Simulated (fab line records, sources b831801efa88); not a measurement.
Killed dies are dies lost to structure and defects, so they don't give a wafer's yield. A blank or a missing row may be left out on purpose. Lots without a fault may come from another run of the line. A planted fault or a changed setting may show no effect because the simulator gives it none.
fab line records | flow sky130
record lots=5 wafers=15 last_day=49
route steps=708 shown METAL5@668 PASSIVATION@681 PAD_OPEN@694
lots that met no fault: from a run of the same line without faults
start_h: hours from the record's first day to the start of the lot's first wafer shown | wait_h: hours since the lot's step before | " the same as in the row above | L1.1+2: a row that stands for several wafers | - no value, or no start given | * or withheld: withheld | < > ~ a bound
route shown NAME@n: a module of which the file shows steps, and the number in the route of the first | usual: mean/standard deviation of fault-free wafers | same: alike in all rows | chamber/n: place in a boat | sites: the reading at each site | _std_site: their standard deviation | _edge_site: outer sites' mean less inner sites' | radius_mm: how far each site lies from the wafer's centre | mask NAME#n: copy n | behind: the tool/chamber that last shaped the wafer | hold: why the lot was held/for how many hours/how that ended | device: the transistor (n, p or np) that didn't switch | end of line: the same wafers' tests at the end of the route | a step without rows: its recipe alone | killed: dies lost to structure and defects at the first sort, not the wafer's yield | map: a wafer's dies, x killed, . not, _ none there
set.NAME: the setting as run; set.NAME@STEP: as run at that earlier step | model.NAME: the simulator's own value behind a step, which no gauge read
lots at some steps of the route; a table a step, a row a wafer
services: from which hour (start_h, from the record's first day; less than 0 if before it) a tool's chamber was out of use, for how many hours, and why
## steps
# step SKY_METAL5_DEHYDRATE_07
# recipe temp_c=200 time_s=60
# usual chill_plate_temp_C=23.00/0.1
# columns lot.wafer tool chamber start_h wait_h chill_plate_temp_C
L079.1 litho_track-03 0 1046.53 9.9 23.18
L079.3 " 0 " " 23.08
L079.4 " 0 " " 22.99
L080.1 litho_track-01 0 1060.10 10.8 22.81
L080.3 " 0 " " 22.94
L080.5 " 0 " " 22.89
L083.2 litho_track-01 0 1071.22 9.7 23.21
L083.4 " 0 " " 23.31
L083.6 " 0 " " 23.09
L086.2 litho_track-01 0 1093.67 9.2 22.96
L086.3 " 0 " " 22.89
L086.6 " 0 " " 23.01
L092.3 litho_track-03 0 1133.93 8.6 23.07
L092.4 " 0 " " 23.05
L092.6 " 0 " " 22.91
# step SKY_METAL5_HMDS_08
# recipe prime_time_s=60 prime_temp_c=120
# usual chill_plate_temp_C=22.98/0.11
# columns lot.wafer tool chamber start_h wait_h chill_plate_temp_C
L079.1 litho_track-03 0 1046.68 0.1 22.75
L079.3 " 0 " " 22.96
L079.4 " 0 " " 22.98
L080.1 litho_track-01 0 1060.25 0.1 22.95
L080.3 " 0 " " 22.97
L080.5 " 0 " " 22.92
L083.2 litho_track-01 0 1071.37 0.1 22.99
L083.4 " 0 " " 22.81
L083.6 " 0 " " 23.00
L086.2 litho_track-01 0 1093.82 0.1 23.00
L086.3 " 0 " " 23.04
L086.6 " 0 " " 23.02
L092.3 litho_track-03 0 1134.08 0.1 22.97
L092.4 " 0 " " 23.01
L092.6 " 0 " " 23.07
# step SKY_METAL5_COAT_09
# recipe resist=NOVOLAK spin_rpm=3000 resist_thk_nm=1800
# usual chill_plate_temp_C=23.02/0.097
# columns lot.wafer tool chamber start_h wait_h chill_plate_temp_C
L079.1 litho_track-03 0 1046.83 0.1 22.85
L079.3 " 0 " " 22.79
L079.4 " 0 " " 22.89
L080.1 litho_track-01 0 1060.40 0.1 23.12
L080.3 " 0 " " 23.08
L080.5 " 0 " " 22.95
L083.2 litho_track-01 0 1071.52 0.1 23.06
L083.4 " 0 " " 23.19
L083.6 " 0 " " 23.08
L086.2 litho_track-01 0 1093.97 0.1 23.03
L086.3 " 0 " " 23.15
L086.6 " 0 " " 22.95
L092.3 litho_track-03 0 1134.23 0.1 23.08
L092.4 " 0 " " 23.18
L092.6 " 0 " " 23.11
# step SKY_METAL5_SOFTBAKE_10
# recipe temp_c=90 time_s=60 resist=NOVOLAK
# usual chill_plate_temp_C=22.96/0.094
# columns lot.wafer tool chamber start_h wait_h chill_plate_temp_C
L079.1 litho_track-03 0 1046.98 0.1 22.81
L079.3 " 0 " " 22.95
L079.4 " 0 " " 22.85
L080.1 litho_track-01 0 1060.55 0.1 22.73
L080.3 " 0 " " 22.94
L080.5 " 0 " " 22.64
L083.2 litho_track-01 0 1071.67 0.1 22.87
L083.4 " 0 " " 22.98
L083.6 " 0 " " 22.90
L086.2 litho_track-01 0 1094.12 0.1 22.86
L086.3 " 0 " " 23.07
L086.6 " 0 " " 22.97
L092.3 litho_track-03 0 1134.38 0.1 22.88
L092.4 " 0 " " 23.03
L092.6 " 0 " " 22.86
# step SKY_METAL5_EXPOSE_11
# recipe mask_id=MM5 na=0.6 source_shape=conventional sigma_outer=0.6 polarization=unpolarized target_cd_nm=1600 dose_mj=190
# same na=0.6
# columns lot.wafer tool chamber start_h wait_h mask
L079.1+3+4 iline_stepper-02 0 - - MM5#0
L080.1+3+5 iline_stepper-01 0 - - MM5#0
L083.2+4+6 iline_stepper-02 0 - - MM5#0
L086.2+3+6 iline_stepper-02 0 - - MM5#0
L092.3+4+6 iline_stepper-01 0 - - MM5#0
# step SKY_METAL5_PEB_12
# recipe temp_c=withheld time_s=* resist=NOVOLAK
# usual chill_plate_temp_C=*
# columns lot.wafer tool chamber start_h wait_h chill_plate_temp_C
L079.1 litho_track-01 0 - - *
L079.3 " 0 " " *
L079.4 " 0 " " *
L080.1 litho_track-01 0 - - *
L080.3 " 0 " " *
L080.5 " 0 " " *
L083.2 litho_track-02 0 - - *
L083.4 " 0 " " *
L083.6 " 0 " " *
L086.2 litho_track-01 0 - - *
L086.3 " 0 " " *
L086.6 " 0 " " *
L092.3 litho_track-01 0 - - *
L092.4 " 0 " " *
L092.6 " 0 " " *
# step SKY_METAL5_DEVELOP_13
# recipe resist=NOVOLAK developer=TMAH develop_time_s=60 dev_temp_c=23
# usual chill_plate_temp_C=23.04/0.11
# columns lot.wafer tool chamber start_h wait_h chill_plate_temp_C
L079.1 litho_track-01 0 1057.85 0.1 22.86
L079.3 " 0 " " 22.86
L079.4 " 0 " " 22.96
L080.1 litho_track-01 0 1070.70 0.1 22.99
L080.3 " 0 " " 22.95
L080.5 " 0 " " 22.90
L083.2 litho_track-02 0 1082.74 0.1 23.18
L083.4 " 0 " " 23.24
L083.6 " 0 " " 22.98
L086.2 litho_track-01 0 1104.92 0.1 23.01
L086.3 " 0 " " 23.03
L086.6 " 0 " " 22.90
L092.3 litho_track-01 0 1143.95 0.1 23.09
L092.4 " 0 " " 22.96
L092.6 " 0 " " 23.01
# step SKY_METAL5_DESCUM_14
# recipe chemistry=O2 source_power_w=150 bias_power_w=0 pressure_mtorr=10 temp_c=40 time_s=11
# usual drypump_motor_current_A=6.1/0.36 oes_product_au=1.000/0.013
# columns lot.wafer tool chamber start_h wait_h drypump_motor_current_A oes_product_au rf_hours_counter_h
L079.1 rie_metal-03 0 1058.00 0.1 6.0 1.007 11
L079.3 " 1 " " 5.5 0.994 -
L079.4 " 0 " " 6.0 1.009 -
L080.1 rie_metal-01 1 1070.85 0.1 6.5 1.024 16
L080.3 " 1 " " 6.5 1.022 -
L080.5 " 1 " " 6.5 1.023 -
L083.2 rie_metal-01 1 1082.86 0.1 6.6 1.010 17
L083.4 " 0 " " 6.6 0.997 -
L083.6 " 0 " " 6.6 0.990 -
L086.2 rie_metal-02 1 1105.05 0.1 5.9 0.984 21
L086.3 " 1 " " 5.9 0.989 -
L086.6 " 0 " " 6.0 0.998 -
L092.3 rie_metal-02 0 1144.06 0.1 6.0 0.997 -
L092.4 " 1 " " 5.8 0.994 -
L092.6 " 1 " " 5.9 0.996 -
# step SKY_METAL5_METAL_ETCH_15
# recipe target_depth_a=12600 stop_on=SiO2 over_etch_frac=0.2 time_s=252 chemistry=Cl2/BCl3 resist_sidewall_deg=86 pressure_mtorr=10 icp_w=900 bias_w=48.5 Cl2_flow_sccm=60 bcl3_flow_sccm=30
# usual bcl3_flow_sccm=30.01/0.099 drypump_motor_current_A=6.1/0.36 oes_product_au=0.894/0.0054 throttle_valve_pct=22.264/0.0086
# columns lot.wafer tool chamber start_h wait_h bcl3_flow_sccm drypump_motor_current_A oes_product_au rf_hours_counter_h throttle_valve_pct
L079.1 rie_metal-03 0 1058.03 0.0 29.92 6.0 0.896 11 22.252
L079.3 " 1 " " 30.00 5.4 0.892 - 22.259
L079.4 " 0 " " 30.08 6.0 0.891 - 22.277
L080.1 rie_metal-01 1 1070.88 0.0 30.08 6.6 0.894 16 22.269
L080.3 " 1 " " 29.99 6.6 0.895 - 22.269
L080.5 " 1 " " 30.04 6.6 0.901 - 22.253
L083.2 rie_metal-01 1 1082.90 0.0 30.03 6.6 0.888 17 22.258
L083.4 " 0 " " 29.95 6.6 0.891 - 22.279
L083.6 " 0 " " 29.84 6.6 0.893 - 22.274
L086.2 rie_metal-02 1 1105.08 0.0 30.01 5.9 0.895 21 22.256
L086.3 " 1 " " 30.11 5.9 0.900 - 22.278
L086.6 " 0 " " 30.01 6.0 0.893 - 22.262
L092.3 rie_metal-02 0 1144.16 0.1 30.05 6.0 0.892 - 22.276
L092.4 " 1 " " 30.02 5.8 0.888 - 22.252
L092.6 " 1 " " 30.07 5.9 0.900 - 22.252
# step SKY_METAL5_STRIP_16
# recipe chemistry=O2/N2 power_w=1400 pressure_mtorr=1500 platen_temp_c=withheld o2_flow_sccm=3000 n2_flow_sccm=300 overash_fraction=0.5
# usual drypump_motor_current_A=5.73/0.27 oes_product_au=0.711/0.0039 strip_time_to_endpoint_s=13.07/0.15
# columns lot.wafer tool chamber start_h wait_h drypump_motor_current_A oes_product_au rf_hours_counter_h strip_time_to_endpoint_s
L079.1 plasma_asher-01 1 1058.27 0.2 6.01 0.714 57 13.21
L079.3 " 0 " " 5.57 0.705 - 13.18
L079.4 " 1 " " 6.08 0.708 - 13.26
L080.1 plasma_asher-04 0 1071.12 0.2 5.78 0.709 34 12.79
L080.3 " 0 " " 5.77 0.710 - 12.86
L080.5 " 0 " " 5.73 0.707 - 12.91
L083.2 plasma_asher-01 0 1083.13 0.2 5.55 0.708 60 12.80
L083.4 " 0 " " 5.55 0.714 - 13.15
L083.6 " 0 " " 5.55 0.714 - 13.08
L086.2 plasma_asher-01 0 1105.32 0.2 5.55 0.708 62 13.12
L086.3 " 0 " " 5.56 0.712 - 13.08
L086.6 " 1 " " 6.08 0.713 - 13.04
L092.3 plasma_asher-01 1 1144.35 0.1 6.01 0.712 - 13.13
L092.4 " 0 " " 5.55 0.718 - 13.09
L092.6 " 1 " " 6.01 0.718 - 13.13
# step SKY_METAL5_STRIP_17
# recipe chemistry=post_etch_residue_remover time_s=1200 temp_c=72.5
# columns lot.wafer tool chamber start_h wait_h
L079.1+3+4 wet_bench-04 2 1058.37 0.1
L080.1+3+5 wet_bench-01 0 1071.22 0.1
L083.2+4+6 wet_bench-01 1 1083.23 0.1
L086.2+3+6 wet_bench-01 3 1105.42 0.1
L092.3+4+6 wet_bench-03 3 1144.42 0.0
# step SKY_METAL5_CLEAN_18
# recipe chemistry=IPA time_s=180 temp_c=25
# columns lot.wafer tool chamber start_h wait_h
L079.1+3+4 wet_bench-01 2 1058.71 0.0
L080.1+3+5 wet_bench-04 1 1071.59 0.0
L083.2+4+6 wet_bench-03 2 1083.57 0.0
L086.2+3+6 wet_bench-03 2 1105.76 0.0
L092.3+4+6 wet_bench-04 3 1144.76 0.0
# step SKY_METAL5_CLEAN_19
# recipe chemistry=O3/DIW dry=n2_spin
# columns lot.wafer tool chamber start_h wait_h
L079.1+3+4 wet_bench-03 0 1058.77 0.0
L080.1+3+5 wet_bench-01 1 1071.65 0.0
L083.2+4+6 wet_bench-01 0 1083.63 0.0
L086.2+3+6 wet_bench-01 3 1105.82 0.0
L092.3+4+6 wet_bench-04 0 1144.82 0.0
# step SKY_PASSIVATION_CVD_00
# recipe material=SiO2 target_thk_nm=90 temp_c=400 time_s=withheld rf_w=600
# usual heater_power_outer_w=376/48 heater_power_w=654/93
# columns lot.wafer tool chamber start_h wait_h heater_power_outer_w heater_power_w
L079.1 pecvd-04 0 1058.86 0.0 366 629
L079.3 " 1 " " 370 588
L079.4 " 2 " " 290 466
L080.1 pecvd-04 1 1071.75 0.0 354 553
L080.3 " 0 " " 403 688
L080.5 " 2 " " 328 514
L083.2 pecvd-03 1 1083.72 0.0 305 709
L083.4 " 2 " " 358 594
L083.6 " 0 " " 471 759
L086.2 pecvd-03 2 1105.91 0.0 391 651
L086.3 " 1 " " 354 754
L086.6 " 0 " " 469 788
L092.3 pecvd-03 0 1144.91 0.0 403 691
L092.4 " 1 " " 363 770
L092.6 " 2 " " 352 596
# step SKY_PASSIVATION_THK_MEAS_01
# recipe reads=SiO2_of_PASSIVATION_CVD_00
# usual PASSIVATION_CVD_00_THK=89.9/1.2
# columns lot.wafer tool chamber start_h wait_h PASSIVATION_CVD_00_THK[nm]
L079.1 film_metro-03 - 1058.89 - 89.6
L079.3 " - " " 90.3
L079.4 " - " " 89.3
L080.1 film_metro-04 - 1071.78 - 89.4
L080.3 " - " " 90.0
L080.5 " - " " 91.0
L083.2 film_metro-02 - 1083.76 - 89.3
L083.4 " - " " 90.3
L083.6 " - " " 91.1
L086.2 film_metro-03 - 1105.94 - 88.3
L086.3 " - " " 90.4
L086.6 " - " " 90.5
L092.3 film_metro-04 - 1144.95 - 88.4
L092.4 " - " " 89.1
L092.6 " - " " 87.8
# step SKY_PASSIVATION_CVD_02
# recipe material=Si3N4 target_thk_nm=540 temp_c=400 time_s=withheld rf_w=450
# usual heater_power_outer_w=413/63 heater_power_w=691/110
# columns lot.wafer tool chamber start_h wait_h heater_power_outer_w heater_power_w
L079.1 pecvd-03 2 1058.95 0.1 416 674
L079.3 " 0 " " 475 743
L079.4 " 1 " " 429 851
L080.1 pecvd-01 0 1071.84 0.1 433 737
L080.3 " 2 " " 432 730
L080.5 " 0 " " 459 753
L083.2 pecvd-04 1 1083.81 0.0 394 614
L083.4 " 2 " " 345 580
L083.6 " 0 " " 369 645
L086.2 pecvd-04 1 1105.99 0.0 445 691
L086.3 " 2 " " 361 571
L086.6 " 2 " " 273 461
L092.3 pecvd-04 0 1145.10 0.1 480 775
L092.4 " 2 " " 276 454
L092.6 " 0 " " 493 794
# step SKY_PASSIVATION_THK_MEAS_03
# recipe reads=Si3N4_of_PASSIVATION_CVD_02
# usual PASSIVATION_CVD_02_THK=541/6.6
# columns lot.wafer tool chamber start_h wait_h PASSIVATION_CVD_02_THK[nm]
L079.1 film_metro-04 - 1059.17 - 537
L079.3 " - " " 535
L079.4 " - " " 540
L080.1 film_metro-04 - 1072.06 - 533
L080.3 " - " " 526
L080.5 " - " " 546
L083.2 film_metro-03 - 1084.04 - 552
L083.4 " - " " 556
L083.6 " - " " 550
L086.2 film_metro-03 - 1106.23 - 537
L086.3 " - " " 537
L086.6 " - " " 544
L092.3 film_metro-04 - 1145.35 - 545
L092.4 " - " " 541
L092.6 " - " " 542
# step SKY_PASSIVATION_DEHYDRATE_04
# recipe temp_c=200 time_s=60
# usual chill_plate_temp_C=22.97/0.098
# columns lot.wafer tool chamber start_h wait_h chill_plate_temp_C
L079.1 litho_track-03 0 1069.08 9.9 22.94
L079.3 " 0 " " 22.89
L079.4 " 0 " " 23.04
L080.1 litho_track-04 0 1082.41 10.3 22.94
L080.3 " 0 " " 22.99
L080.5 " 0 " " 23.02
L083.2 litho_track-04 0 1093.34 9.3 22.92
L083.4 " 0 " " 23.13
L083.6 " 0 " " 22.94
L086.2 litho_track-02 0 1115.34 9.1 23.09
L086.3 " 0 " " 22.99
L086.6 " 0 " " 23.10
L092.3 litho_track-02 0 1153.26 7.9 23.11
L092.4 " 0 " " 23.05
L092.6 " 0 " " 22.98
# step SKY_PASSIVATION_HMDS_05
# recipe prime_time_s=60 prime_temp_c=120
# usual chill_plate_temp_C=23.00/0.11
# columns lot.wafer tool chamber start_h wait_h chill_plate_temp_C
L079.1 litho_track-03 0 1069.23 0.1 23.07
L079.3 " 0 " " 23.27
L079.4 " 0 " " 23.11
L080.1 litho_track-04 0 1082.56 0.1 23.10
L080.3 " 0 " " 23.11
L080.5 " 0 " " 22.99
L083.2 litho_track-04 0 1093.49 0.1 22.80
L083.4 " 0 " " 22.80
L083.6 " 0 " " 22.88
L086.2 litho_track-02 0 1115.49 0.1 22.78
L086.3 " 0 " " 22.95
L086.6 " 0 " " 23.07
L092.3 litho_track-02 0 1153.41 0.1 23.04
L092.4 " 0 " " 23.23
L092.6 " 0 " " 23.12
# step SKY_PASSIVATION_COAT_06
# recipe spin_rpm=2000 resist_thk_nm=3000
# usual chill_plate_temp_C=23.02/0.11
# columns lot.wafer tool chamber start_h wait_h chill_plate_temp_C
L079.1 litho_track-03 0 1069.38 0.1 23.07
L079.3 " 0 " " 22.95
L079.4 " 0 " " 23.15
L080.1 litho_track-04 0 1082.71 0.1 23.01
L080.3 " 0 " " 22.92
L080.5 " 0 " " 23.06
L083.2 litho_track-04 0 1093.64 0.1 23.00
L083.4 " 0 " " 23.05
L083.6 " 0 " " 22.96
L086.2 litho_track-02 0 1115.64 0.1 22.94
L086.3 " 0 " " 22.97
L086.6 " 0 " " 23.22
L092.3 litho_track-02 0 1153.56 0.1 23.26
L092.4 " 0 " " 23.08
L092.6 " 0 " " 23.24
# step SKY_PASSIVATION_SOFTBAKE_07
# recipe temp_c=110 time_s=withheld
# usual chill_plate_temp_C=23.00/0.1
# columns lot.wafer tool chamber start_h wait_h chill_plate_temp_C
L079.1 litho_track-03 0 1069.53 0.1 23.13
L079.3 " 0 " " 23.10
L079.4 " 0 " " 23.02
L080.1 litho_track-04 0 1082.86 0.1 22.83
L080.3 " 0 " " 23.10
L080.5 " 0 " " 23.07
L083.2 litho_track-04 0 1093.80 0.1 22.88
L083.4 " 0 " " 22.97
L083.6 " 0 " " 23.05
L086.2 litho_track-02 0 1115.80 0.1 22.97
L086.3 " 0 " " 23.14
L086.6 " 0 " " 23.05
L092.3 litho_track-02 0 1153.73 0.1 23.02
L092.4 " 0 " " 22.88
L092.6 " 0 " " 23.05
# step SKY_PASSIVATION_EXPOSE_08
# recipe mask_id=NSM target_cd_nm=3000 na=0.57 dose_mj=260
# same na=0.57
# columns lot.wafer tool chamber start_h wait_h mask
L079.1+3+4 iline_stepper-01 0 - - NSM#0
L080.1+3+5 iline_stepper-02 0 - - NSM#0
L083.2+4+6 iline_stepper-02 0 - - NSM#0
L086.2+3+6 iline_stepper-01 0 - - NSM#0
L092.3+4+6 iline_stepper-02 0 - - NSM#0
# step SKY_PASSIVATION_PEB_09
# recipe temp_c=115 time_s=withheld
# usual chill_plate_temp_C=23.03/0.1
# columns lot.wafer tool chamber start_h wait_h chill_plate_temp_C
L079.1 litho_track-02 0 - - 23.28
L079.3 " 0 " " 23.11
L079.4 " 0 " " 23.02
L080.1 litho_track-02 0 - - 23.04
L080.3 " 0 " " 22.96
L080.5 " 0 " " 22.95
L083.2 litho_track-03 0 - - 22.97
L083.4 " 0 " " 23.20
L083.6 " 0 " " 23.01
L086.2 litho_track-03 0 - - 23.07
L086.3 " 0 " " 23.01
L086.6 " 0 " " 22.92
L092.3 litho_track-04 0 - - 23.02
L092.4 " 0 " " 23.01
L092.6 " 0 " " 23.10
# step SKY_PASSIVATION_DEVELOP_10
# recipe develop_time_s=60 dev_temp_c=23
# usual chill_plate_temp_C=23.00/0.11
# columns lot.wafer tool chamber start_h wait_h chill_plate_temp_C
L079.1 litho_track-02 0 - - 22.99
L079.3 " 0 " " 23.02
L079.4 " 0 " " 22.94
L080.1 litho_track-02 0 - - 22.92
L080.3 " 0 " " 22.96
L080.5 " 0 " " 22.91
L083.2 litho_track-03 0 - - 22.97
L083.4 " 0 " " 22.99
L083.6 " 0 " " 22.91
L086.2 litho_track-03 0 - - 22.90
L086.3 " 0 " " 22.87
L086.6 " 0 " " 22.90
L092.3 litho_track-04 0 - - 23.03
L092.4 " 0 " " 23.07
L092.6 " 0 " " 23.16
# step SKY_PASSIVATION_ETCH_11
# recipe chemistry=CF4/O2 target_depth_nm=725 stop_on=AlCu source_w=800 bias_w=150 pressure_mtorr=150 cf4_flow_sccm=80 O2_flow_sccm=10 time_s=161.1
# usual drypump_motor_current_A=5.5/0.58 oes_product_au=0.978/0.0077 throttle_valve_pct=5.963/0.009
# columns lot.wafer tool chamber start_h wait_h drypump_motor_current_A oes_product_au rf_hours_counter_h throttle_valve_pct
L079.1 rie_diel-01 1 1080.01 - 5.6 0.975 14 5.950
L079.3 " 2 " " 4.9 0.971 21 5.968
L079.4 " 3 " " 5.2 0.974 12 5.959
L080.1 rie_diel-02 0 1092.71 - 6.1 0.973 2 5.970
L080.3 " 2 " " 5.4 0.965 8 5.962
L080.5 " 0 " " 6.1 0.988 - 5.982
L083.2 rie_diel-01 0 1104.83 - 5.9 0.998 26 5.967
L083.4 " 3 " " 5.2 0.986 13 5.967
L083.6 " 3 " " 5.2 0.987 - 5.962
L086.2 rie_diel-03 1 1126.63 - 5.4 0.981 12 5.959
L086.3 " 2 " " 6.8 0.969 19 5.975
L086.6 " 3 " " 4.9 0.977 - 5.958
L092.3 rie_diel-02 3 1162.66 - 6.2 0.984 11 5.973
L092.4 " 1 " " 5.2 0.986 21 5.971
L092.6 " 3 " " 6.2 0.983 - 5.959
# step SKY_PASSIVATION_STRIP_12
# recipe chemistry=O2/N2 power_w=1400 pressure_mtorr=1500 platen_temp_c=withheld overash_fraction=0.7 o2_flow_sccm=3000 n2_flow_sccm=300
# usual drypump_motor_current_A=5.57/0.24 oes_product_au=0.660/0.0047 strip_time_to_endpoint_s=31.51/0.15
# columns lot.wafer tool chamber start_h wait_h drypump_motor_current_A oes_product_au rf_hours_counter_h strip_time_to_endpoint_s
L079.1 plasma_asher-01 1 1080.12 0.1 5.96 0.665 59 31.34
L079.3 " 0 " " 5.54 0.655 - 31.49
L079.4 " 1 " " 6.00 0.656 - 31.66
L080.1 plasma_asher-04 1 1092.82 0.1 5.24 0.657 36 31.84
L080.3 " 0 " " 5.72 0.656 - 31.75
L080.5 " 1 " " 5.25 0.664 - 31.90
L083.2 plasma_asher-04 0 1104.93 0.1 5.73 0.658 37 31.38
L083.4 " 1 " " 5.27 0.663 - 31.50
L083.6 " 0 " " 5.70 0.655 - 31.53
L086.2 plasma_asher-02 1 1126.73 0.1 5.56 0.661 100 31.21
L086.3 " 0 " " 5.42 0.659 - 31.33
L086.6 " 1 " " 5.57 0.658 - 31.33
L092.3 plasma_asher-02 0 1162.80 0.1 5.43 0.655 - 31.65
L092.4 " 1 " " 5.55 0.665 - 31.54
L092.6 " 1 " " 5.57 0.664 - 31.72
# step SKY_PAD_OPEN_DEHYDRATE_00
# recipe temp_c=200 time_s=60
# usual chill_plate_temp_C=22.99/0.11
# columns lot.wafer tool chamber start_h wait_h chill_plate_temp_C
L079.1 litho_track-03 0 1090.53 10.4 22.94
L079.3 " 0 " " 23.14
L079.4 " 0 " " 22.93
L080.1 litho_track-04 0 1102.26 9.4 23.02
L080.3 " 0 " " 23.07
L080.5 " 0 " " 23.12
L083.2 litho_track-04 0 1114.09 9.1 23.01
L083.4 " 0 " " 23.02
L083.6 " 0 " " 23.04
L086.2 litho_track-03 0 1135.30 8.5 22.96
L086.3 " 0 " " 23.08
L086.6 " 0 " " 22.99
L092.3 litho_track-01 0 1170.30 7.5 22.89
L092.4 " 0 " " 22.90
L092.6 " 0 " " 22.86
# step SKY_PAD_OPEN_HMDS_01
# recipe prime_time_s=60 prime_temp_c=120
# usual chill_plate_temp_C=22.98/0.11
# columns lot.wafer tool chamber start_h wait_h chill_plate_temp_C
L079.1 litho_track-03 0 1090.68 0.1 22.86
L079.3 " 0 " " 22.91
L079.4 " 0 " " 22.90
L080.1 litho_track-04 0 1102.41 0.1 22.96
L080.3 " 0 " " 22.98
L080.5 " 0 " " 23.06
L083.2 litho_track-04 0 1114.24 0.1 22.89
L083.4 " 0 " " 23.14
L083.6 " 0 " " 22.93
L086.2 litho_track-03 0 1135.45 0.1 23.12
L086.3 " 0 " " 23.05
L086.6 " 0 " " 23.02
L092.3 litho_track-01 0 1170.45 0.1 22.96
L092.4 " 0 " " 23.07
L092.6 " 0 " " 22.97
# step SKY_PAD_OPEN_COAT_02
# recipe spin_rpm=2000 resist_thk_nm=3000
# usual chill_plate_temp_C=22.98/0.1
# columns lot.wafer tool chamber start_h wait_h chill_plate_temp_C
L079.1 litho_track-03 0 1090.83 0.1 22.74
L079.3 " 0 " " 22.90
L079.4 " 0 " " 23.00
L080.1 litho_track-04 0 1102.56 0.1 22.95
L080.3 " 0 " " 22.94
L080.5 " 0 " " 23.04
L083.2 litho_track-04 0 1114.39 0.1 22.85
L083.4 " 0 " " 22.94
L083.6 " 0 " " 23.11
L086.2 litho_track-03 0 1135.60 0.1 23.04
L086.3 " 0 " " 22.95
L086.6 " 0 " " 23.11
L092.3 litho_track-01 0 1170.60 0.1 22.90
L092.4 " 0 " " 23.05
L092.6 " 0 " " 22.84
# step SKY_PAD_OPEN_SOFTBAKE_03
# recipe temp_c=110 time_s=withheld
# usual chill_plate_temp_C=23.00/0.11
# columns lot.wafer tool chamber start_h wait_h chill_plate_temp_C
L079.1 litho_track-03 0 1090.98 0.1 22.94
L079.3 " 0 " " 23.01
L079.4 " 0 " " 22.97
L080.1 litho_track-04 0 1102.71 0.1 23.00
L080.3 " 0 " " 22.83
L080.5 " 0 " " 23.09
L083.2 litho_track-04 0 1114.55 0.1 22.97
L083.4 " 0 " " 22.93
L083.6 " 0 " " 22.88
L086.2 litho_track-03 0 1135.76 0.1 23.02
L086.3 " 0 " " 22.87
L086.6 " 0 " " 22.97
L092.3 litho_track-01 0 1170.77 0.1 23.01
L092.4 " 0 " " 23.11
L092.6 " 0 " " 23.04
# step SKY_PAD_OPEN_EXPOSE_04
# recipe mask_id=PDM target_cd_nm=60000 na=0.57 dose_mj=260
# same na=0.57
# columns lot.wafer tool chamber start_h wait_h mask
L079.1+3+4 iline_stepper-02 0 - - PDM#0
L080.1+3+5 iline_stepper-01 0 - - PDM#0
L083.2+4+6 iline_stepper-02 0 - - PDM#0
L086.2+3+6 iline_stepper-02 0 - - PDM#0
L092.3+4+6 iline_stepper-01 0 - - PDM#0
# step SKY_PAD_OPEN_PEB_05
# recipe temp_c=115 time_s=withheld
# usual chill_plate_temp_C=23.02/0.094
# columns lot.wafer tool chamber start_h wait_h chill_plate_temp_C
L079.1 litho_track-03 0 - - 22.98
L079.3 " 0 " " 23.00
L079.4 " 0 " " 23.11
L080.1 litho_track-03 0 - - 23.02
L080.3 " 0 " " 23.09
L080.5 " 0 " " 23.12
L083.2 litho_track-03 0 - - 23.13
L083.4 " 0 " " 23.13
L083.6 " 0 " " 23.02
L086.2 litho_track-01 0 - - 22.88
L086.3 " 0 " " 23.06
L086.6 " 0 " " 23.01
L092.3 litho_track-04 0 - - 23.05
L092.4 " 0 " " 23.00
L092.6 " 0 " " 23.09
# step SKY_PAD_OPEN_DEVELOP_06
# recipe develop_time_s=60 dev_temp_c=23
# usual chill_plate_temp_C=22.99/0.11
# columns lot.wafer tool chamber start_h wait_h chill_plate_temp_C
L079.1 litho_track-03 0 - - 23.28
L079.3 " 0 " " 23.13
L079.4 " 0 " " 23.12
L080.1 litho_track-03 0 - - 23.18
L080.3 " 0 " " 22.94
L080.5 " 0 " " 23.05
L083.2 litho_track-03 0 - - 23.00
L083.4 " 0 " " 22.84
L083.6 " 0 " " 22.97
L086.2 litho_track-01 0 - - 22.94
L086.3 " 0 " " 22.98
L086.6 " 0 " " 22.86
L092.3 litho_track-04 0 - - 22.90
L092.4 " 0 " " 22.97
L092.6 " 0 " " 23.10
# step SKY_PAD_OPEN_ETCH_07
# recipe chemistry=CF4/O2 target_depth_nm=725 stop_on=AlCu source_w=800 bias_w=150 pressure_mtorr=150 cf4_flow_sccm=80 O2_flow_sccm=10 time_s=161.1
# usual drypump_motor_current_A=5.6/0.44 oes_product_au=0.978/0.0069 throttle_valve_pct=5.965/0.0094
# columns lot.wafer tool chamber start_h wait_h drypump_motor_current_A oes_product_au rf_hours_counter_h throttle_valve_pct
L079.1 rie_diel-04 3 1101.03 - 6.1 0.978 7 5.966
L079.3 " 1 " " 5.6 0.974 18 5.963
L079.4 " 2 " " 5.7 0.983 26 5.969
L080.1 rie_diel-02 2 1112.83 - 5.4 0.962 8 5.974
L080.3 " 3 " " 6.1 0.972 9 5.955
L080.5 " 1 " " 5.2 0.979 - 5.965
L083.2 rie_diel-04 0 1124.68 - 6.3 0.974 28 5.958
L083.4 " 3 " " 6.2 0.996 8 5.978
L083.6 " 0 " " 6.3 0.976 - 5.958
L086.2 rie_diel-04 0 1145.35 - 6.3 0.971 29 5.957
L086.3 " 1 " " 5.6 0.979 19 5.941
L086.6 " 3 " " 6.2 0.979 - 5.977
L092.3 rie_diel-02 1 1178.76 - 5.2 0.979 22 5.959
L092.4 " 3 " " 6.2 0.986 11 5.962
L092.6 " 0 " " 6.1 0.980 - 5.966
## services
# columns tool chamber start_h hours kind
iline_stepper-02 - 1027.52 1.7 pm
iline_stepper-02 - 1033.10 8.9 pm
rie_diel-01 1 1036.50 9.4 repair
rie_metal-02 1 1044.91 40.5 repair
rie_metal-01 - 1047.69 2.8 pm
iline_stepper-02 - 1056.58 2.1 pm
rie_diel-02 - 1056.97 0.3 repair
pecvd-04 1 1059.46 2.0 repair
pecvd-04 1 1064.94 1.9 repair
rie_metal-01 - 1068.35 0.7 repair
rie_diel-01 1 1089.30 1.7 repair
rie_diel-02 - 1091.73 0.8 repair
rie_metal-02 1 1092.16 3.1 repair
rie_diel-02 2 1095.79 2.7 repair
plasma_asher-01 - 1120.21 1.6 repair
rie_diel-02 - 1121.34 0.5 repair
rie_diel-04 3 1128.21 3.8 repair
rie_diel-02 3 1136.10 4.9 repair
pecvd-04 1 1138.18 10.1 repair
plasma_asher-01 - 1144.55 14.6 pm
iline_stepper-01 - 1146.97 1.7 pm
pecvd-03 - 1156.66 3.2 repair
rie_metal-02 1 1160.68 11.3 repair
rie_diel-02 3 1166.31 4.7 repair
## key
fault none
